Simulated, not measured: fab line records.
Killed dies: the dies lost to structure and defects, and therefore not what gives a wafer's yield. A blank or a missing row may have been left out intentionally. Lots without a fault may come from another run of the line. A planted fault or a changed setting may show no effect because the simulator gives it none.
fab line records	flow sky130
record: lots: 13	wafers: 39	lastDay: 50
route steps=708 shown FIELD_ISO@3 NWELL@66 PAD_OPEN@708
lots that met no fault: taken from a fault-free run of the same line
startH: hours from the record's opening day to when the first of the lot's shown wafers began	waitH: hours from the lot's prior step to this one	" unchanged from the row above	L1.1+2: a row that stands for several wafers	- no value, or no start given	* or withheld: withheld	< > ~ a bound
route shown NAME@n: names a module that has steps shown in the file, with the first one's number in the route	usual: the fault-free wafers' mean and standard deviation	same: alike in all rows	chamber/n: place in a boat	sites: readings site by site	_std_site: standard deviation of those values	_edge_site: inner sites' mean taken away from outer sites' mean	radiusMm: for every site, how far away it sits from the centre of the wafer	mask NAME#n: copy n	behind: the most recent tool/chamber to have shaped the wafer	hold: cause of the lot's hold/its duration in hours/its outcome	device: which transistor (n, p or np) failed to switch	end of line: the same wafers' tests at the end of the route	for a step that has no rows: nothing shown but its recipe	killed: count of dies lost to structure and defects at first sort (not the wafer's yield)	map: a wafer's dies, x killed, . not, _ none there
set.NAME: the setting the step ran with; set.NAME@STEP: the setting that earlier step ran with	model.NAME: the simulator's own value behind a step, which no gauge read
route steps across a sampled set of lots; one table per step, one row per wafer
services: the hour from which a tool's chamber was out of use, counted from the record's first day as startH (under 0 if before that day), plus the number of hours and why
== steps ==
step: SKY_FIELD_ISO_THK_MEAS_02
recipe: reads: SiO2_of_FIELD_ISO_OXIDATION_01
usual: FIELD_ISO_OXIDATION_00_THK: 11.85/0.2
lot.wafer	tool	chamber	startH	waitH	FIELD_ISO_OXIDATION_00_THK[nm]
L822.1	filmMetro-03	-	17.28	0.0	11.82
L822.2	"	-	"	"	11.84
L822.3	"	-	"	"	11.79
L823.1	filmMetro-02	-	26.92	0.0	11.87
L823.3	"	-	"	"	11.81
L823.6	"	-	"	"	11.82
L824.4	filmMetro-03	-	26.95	0.0	12.16
L824.5	"	-	"	"	12.29
L824.6	"	-	"	"	12.49
L825.2	filmMetro-04	-	39.49	0.0	11.80
L825.3	"	-	"	"	11.86
L825.4	"	-	"	"	11.68
L826.1	filmMetro-04	-	39.54	0.1	11.53
L826.3	"	-	"	"	11.57
L826.6	"	-	"	"	11.54
L829.4	filmMetro-03	-	57.88	0.0	11.73
L829.5	"	-	"	"	11.54
L829.6	"	-	"	"	11.76
L833.3	filmMetro-04	-	75.82	0.0	11.66
L833.4	"	-	"	"	11.61
L833.6	"	-	"	"	11.89
L835.2	filmMetro-02	-	87.35	0.0	11.95
L835.3	"	-	"	"	11.97
L835.4	"	-	"	"	12.15
L837.1	filmMetro-04	-	99.95	0.0	12.04
L837.2	"	-	"	"	11.77
L837.5	"	-	"	"	11.84
L839.1	filmMetro-02	-	109.39	0.0	11.99
L839.3	"	-	"	"	11.89
L839.5	"	-	"	"	12.03
L841.4	filmMetro-02	-	113.96	0.0	11.89
L841.5	"	-	"	"	11.81
L841.6	"	-	"	"	12.00
L843.2	filmMetro-04	-	121.68	0.0	11.88
L843.3	"	-	"	"	11.85
L843.5	"	-	"	"	12.07
L844.1	filmMetro-04	-	126.63	0.0	12.04
L844.4	"	-	"	"	11.93
L844.5	"	-	"	"	11.76
step: SKY_FIELD_ISO_THK_MEAS_25
recipe: reads: SiO2_of_FIELD_ISO_CVD_24
usual: FIELD_ISO_CVD_24_THK: 595/6.1
lot.wafer	tool	chamber	startH	waitH	FIELD_ISO_CVD_24_THK[nm]
L822.1	filmMetro-03	-	45.09	0.0	589
L822.2	"	-	"	"	587
L822.3	"	-	"	"	588
L823.1	filmMetro-04	-	45.10	0.0	588
L823.3	"	-	"	"	597
L823.6	"	-	"	"	593
L824.4	filmMetro-02	-	45.19	0.0	601
L824.5	"	-	"	"	597
L824.6	"	-	"	"	598
L826.1	filmMetro-03	-	63.21	0.0	599
L826.3	"	-	"	"	599
L826.6	"	-	"	"	600
L825.2	filmMetro-02	-	63.22	0.0	594
L825.3	"	-	"	"	597
L825.4	"	-	"	"	598
L829.4	filmMetro-03	-	78.70	0.0	589
L829.5	"	-	"	"	588
L829.6	"	-	"	"	592
L833.3	filmMetro-03	-	102.70	0.1	590
L833.4	"	-	"	"	594
L833.6	"	-	"	"	594
L835.2	filmMetro-04	-	113.17	0.0	594
L835.3	"	-	"	"	597
L835.4	"	-	"	"	596
L837.1	filmMetro-03	-	120.29	0.0	589
L837.2	"	-	"	"	593
L837.5	"	-	"	"	602
L839.1	filmMetro-03	-	131.03	0.0	593
L839.3	"	-	"	"	587
L839.5	"	-	"	"	592
L841.4	filmMetro-03	-	138.19	0.1	597
L841.5	"	-	"	"	586
L841.6	"	-	"	"	587
L843.2	filmMetro-03	-	144.99	0.1	591
L843.3	"	-	"	"	582
L843.5	"	-	"	"	591
L844.1	filmMetro-02	-	152.01	0.1	599
L844.4	"	-	"	"	601
L844.5	"	-	"	"	597
step: SKY_NWELL_IMPLANT_13
recipe: species: P	energyKev: 50	doseCm2: 7e+11	tiltDeg: withheld
usual: doseIonsCm2: 7e+11/7.3e+08	faradayCurrentUA: 3.95/0.073
lot.wafer	tool	chamber	startH	waitH	doseIonsCm2	faradayCurrentUA
L822.1	implanter-02	0	110.05	0.1	7.005e+11	4.03
L822.2	"	0	"	"	7.001e+11	3.95
L822.3	"	0	"	"	6.99e+11	3.88
L823.1	implanter-01	0	110.40	0.1	6.995e+11	4.01
L823.3	"	0	"	"	6.99e+11	4.00
L823.6	"	0	"	"	6.995e+11	3.95
L824.4	implanter-02	0	111.10	0.1	7.013e+11	3.87
L824.5	"	0	"	"	6.994e+11	3.96
L824.6	"	0	"	"	7.001e+11	4.04
L826.1	implanter-04	0	122.20	0.1	6.999e+11	3.74
L826.3	"	0	"	"	7e+11	3.89
L826.6	"	0	"	"	7.008e+11	4.02
L825.2	implanter-01	0	122.62	0.1	6.995e+11	3.86
L825.3	"	0	"	"	7.007e+11	3.74
L825.4	"	0	"	"	7.002e+11	4.09
L829.4	implanter-01	0	146.90	0.1	7.019e+11	3.92
L829.5	"	0	"	"	7.004e+11	3.97
L829.6	"	0	"	"	6.995e+11	3.97
L833.3	implanter-02	0	174.07	0.1	3.148e+11	1.76
L833.4	"	0	"	"	3.155e+11	1.82
L833.6	"	0	"	"	3.163e+11	1.84
L835.2	implanter-02	0	176.65	0.1	3.153e+11	1.82
L835.3	"	0	"	"	3.151e+11	1.74
L835.4	"	0	"	"	3.16e+11	1.77
L837.1	implanter-01	0	183.57	0.1	7.005e+11	3.89
L837.2	"	0	"	"	7.01e+11	3.93
L837.5	"	0	"	"	7.008e+11	3.93
L839.1	implanter-04	0	195.92	0.1	6.997e+11	3.93
L839.3	"	0	"	"	7.011e+11	3.99
L839.5	"	0	"	"	6.997e+11	4.04
L841.4	implanter-04	0	205.00	0.1	7.001e+11	4.08
L841.5	"	0	"	"	7.003e+11	4.00
L841.6	"	0	"	"	7.008e+11	3.88
L843.2	implanter-01	0	210.87	0.1	7.007e+11	4.06
L843.3	"	0	"	"	7.017e+11	3.98
L843.5	"	0	"	"	7.001e+11	3.84
L844.1	implanter-01	0	223.65	0.1	6.997e+11	3.86
L844.4	"	0	"	"	6.989e+11	4.00
L844.5	"	0	"	"	7.002e+11	3.85
step: SKY_NWELL_OVL_MEAS_23
usual: NWELL_01_OVL: 0.2/1.4
lot.wafer	tool	chamber	startH	waitH	NWELL_01_OVL[nm]
L822.1	overlay-01	-	127.39	-	1.1
L822.2	"	-	"	"	1.5
L822.3	"	-	"	"	-0.2
L823.1	overlay-02	-	128.04	-	0.9
L823.3	"	-	"	"	0.1
L823.6	"	-	"	"	1.1
L824.4	overlay-02	-	128.90	-	-1.7
L824.5	"	-	"	"	0.7
L824.6	"	-	"	"	-0.3
L826.1	overlay-02	-	141.39	-	-0.8
L826.3	"	-	"	"	-0.3
L826.6	"	-	"	"	-1.3
L825.2	overlay-02	-	141.87	-	-2.1
L825.3	"	-	"	"	-2.8
L825.4	"	-	"	"	-2.4
L829.4	overlay-02	-	166.13	-	-0.3
L829.5	"	-	"	"	0.5
L829.6	"	-	"	"	0.5
L833.3	overlay-02	-	194.70	-	1.0
L833.4	"	-	"	"	0.3
L833.6	"	-	"	"	-0.2
L835.2	overlay-01	-	197.79	-	0.6
L835.3	"	-	"	"	1.4
L835.4	"	-	"	"	3.2
L837.1	overlay-02	-	204.61	-	3.2
L837.2	"	-	"	"	1.3
L837.5	"	-	"	"	2.0
L839.1	overlay-01	-	217.04	-	0.1
L839.3	"	-	"	"	1.6
L839.5	"	-	"	"	0.5
L841.4	overlay-01	-	227.30	-	0.4
L841.5	"	-	"	"	1.5
L841.6	"	-	"	"	-1.3
L843.2	overlay-01	-	233.62	-	0.8
L843.3	"	-	"	"	-1.0
L843.5	"	-	"	"	-0.6
L844.1	overlay-01	-	247.19	-	-0.7
L844.4	"	-	"	"	0.6
L844.5	"	-	"	"	-1.3
step: SKY_NWELL_RS_MEAS_29
recipe: thkMeasGauge: four-point-probe
usual: NWELL_RS: 624.9/1.3
lot.wafer	tool	chamber	startH	waitH	hold	NWELL_RS[ohm/sq]
L822.1	filmMetro-01	-	127.89	0.1	-	622.8
L822.2	"	-	"	"	-	622.9
L822.3	"	-	"	"	-	623.6
L823.1	filmMetro-01	-	128.54	0.1	-	626.2
L823.3	"	-	"	"	-	623.4
L823.6	"	-	"	"	-	626.4
L824.4	filmMetro-04	-	129.45	0.1	-	625.0
L824.5	"	-	"	"	-	624.7
L824.6	"	-	"	"	-	624.7
L826.1	filmMetro-01	-	141.88	0.1	-	625.1
L826.3	"	-	"	"	-	625.9
L826.6	"	-	"	"	-	625.0
L825.2	filmMetro-01	-	142.38	0.1	-	622.3
L825.3	"	-	"	"	-	623.7
L825.4	"	-	"	"	-	623.9
L829.4	filmMetro-03	-	166.67	0.1	-	624.2
L829.5	"	-	"	"	-	625.7
L829.6	"	-	"	"	-	626.9
L833.3	filmMetro-04	-	195.22	0.1	awaitDispo/0.2h/release	637.0
L833.4	"	-	"	"	awaitDispo/0.2h/release	636.7
L833.6	"	-	"	"	awaitDispo/0.2h/release	638.3
L833.3	filmMetro-04	-	195.58	0.3	-	637.6
L833.4	"	-	"	"	-	635.7
L833.6	"	-	"	"	-	637.8
L835.2	filmMetro-01	-	198.30	0.1	awaitDispo/0.2h/release	637.5
L835.3	"	-	"	"	awaitDispo/0.2h/release	637.9
L835.4	"	-	"	"	awaitDispo/0.2h/release	636.7
L835.2	filmMetro-01	-	198.66	0.3	-	637.7
L835.3	"	-	"	"	-	636.8
L835.4	"	-	"	"	-	636.8
L837.1	filmMetro-01	-	205.11	0.1	-	625.6
L837.2	"	-	"	"	-	625.6
L837.5	"	-	"	"	-	624.8
L839.1	filmMetro-01	-	217.54	0.1	-	626.1
L839.3	"	-	"	"	-	624.2
L839.5	"	-	"	"	-	628.4
L841.4	filmMetro-01	-	227.85	0.1	-	626.0
L841.5	"	-	"	"	-	625.2
L841.6	"	-	"	"	-	626.1
L843.2	filmMetro-01	-	234.13	0.1	-	626.3
L843.3	"	-	"	"	-	627.9
L843.5	"	-	"	"	-	625.1
L844.1	filmMetro-04	-	247.68	0.1	-	623.1
L844.4	"	-	"	"	-	623.7
L844.5	"	-	"	"	-	622.9
step: SKY_PAD_OPEN_PROBE_99
usual: killed_at_M0_to_M3: 43/7.4	killed_at_M4_up: 3.3/2	killedAtContacts: 24/5.4	killedAtFrontEnd: 16/4.2	killedAtOther: 0.3/0.61	killedDies: 87/9.4	killedOpen: 47/7.3	killedShort: 40/6.7
same: grossDies: 492	killedAtBackSide: 0
lot.wafer	tool	chamber	startH	waitH	killed_at_M0_to_M3	killed_at_M4_up	killedAtContacts	killedAtFrontEnd	killedAtOther	killedDies	killedOpen	killedShort
L833.3	prober-02	-	1165.36	0.2	46	4	18	9	1	78	43	34
L833.4	prober-02	-	1165.41	0.2	40	6	26	15	0	87	44	43
L833.6	prober-02	-	1165.51	0.2	32	2	22	14	2	72	44	27
killed by level:class
L833.3 VIA2:geometricParticle:open=15 METAL2:geometricParticle:short=9 LI_CONTACT:geometricParticle:open=7 METAL1:geometricParticle:short=7 VIA1:geometricParticle:open=5 VIA3:geometricParticle:open=5 POLY_GATE:geometricParticle:open=4 CONTACT:geometricParticle:short=4
L833.4 CONTACT:geometricParticle:open=10 VIA2:geometricParticle:open=8 VIA1:geometricParticle:open=7 METAL3:geometricParticle:short=6 METAL1:geometricParticle:short=6 CONTACT:geometricParticle:short=5 LI_CONTACT:geometricParticle:short=4 LI_CONTACT:geometricParticle:open=4
L833.6 VIA1:geometricParticle:open=11 CONTACT:geometricParticle:open=9 VIA2:geometricParticle:open=7 FIELD_ISO:geometricParticle:short=5 LI_CONTACT:geometricParticle:open=4 CONTACT:geometricParticle:short=4 VIA2:geometricParticle:short=3 POLY_GATE:geometricParticle:open=3
== services ==
tool	chamber	startH	hours	kind
implanter-01	-	92.36	2.0	repair
implanter-01	-	100.03	4.8	repair
implanter-04	-	116.21	3.5	repair
implanter-02	-	121.50	6.2	pm
implanter-02	-	130.06	3.0	repair
implanter-02	-	207.17	0.7	repair
== key ==
firstSign: step: SKY_NWELL_IMPLANT_13	reading: doseIonsCm2	direction: down	sigmas: 99+	usual: *	struck: *
effect: step: SKY_NWELL_IMPLANT_13	reading: faradayCurrentUA	direction: down	sigmas: 30	usual: 3.95	struck: 1.79
effect: step: SKY_NWELL_RS_MEAS_29	reading: visit	direction: added
effect: step: SKY_NWELL_RS_MEAS_29	reading: NWELL_RS	direction: up	sigmas: 9.6	usual: 624.9	struck: 637.3
metAt SKY_NWELL_IMPLANT_13
struckLots L833,L835
testerLeftOut L833,L835
notActingAt SKY_FIELD_ISO_THK_MEAS_02,SKY_FIELD_ISO_THK_MEAS_25,SKY_NWELL_OVL_MEAS_23
onsetBetween 111.10 174.07
fault: kind: processParameterDrift	tool: implanter-02	chamber: -	onsetH: 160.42	steps: SKY_NWELL_IMPLANT_13	channel: doseCm2	offset: *	shape: step	endH: 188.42	actsIn: *	stated: *
testerLeftOut: of these lots the tester's yield and bins aren't shown, on N5 and GAA mostly nor the transistor test; their killed dies are dies lost to structure and defects alone, not to doping, threshold or leakage, so they don't give the yield
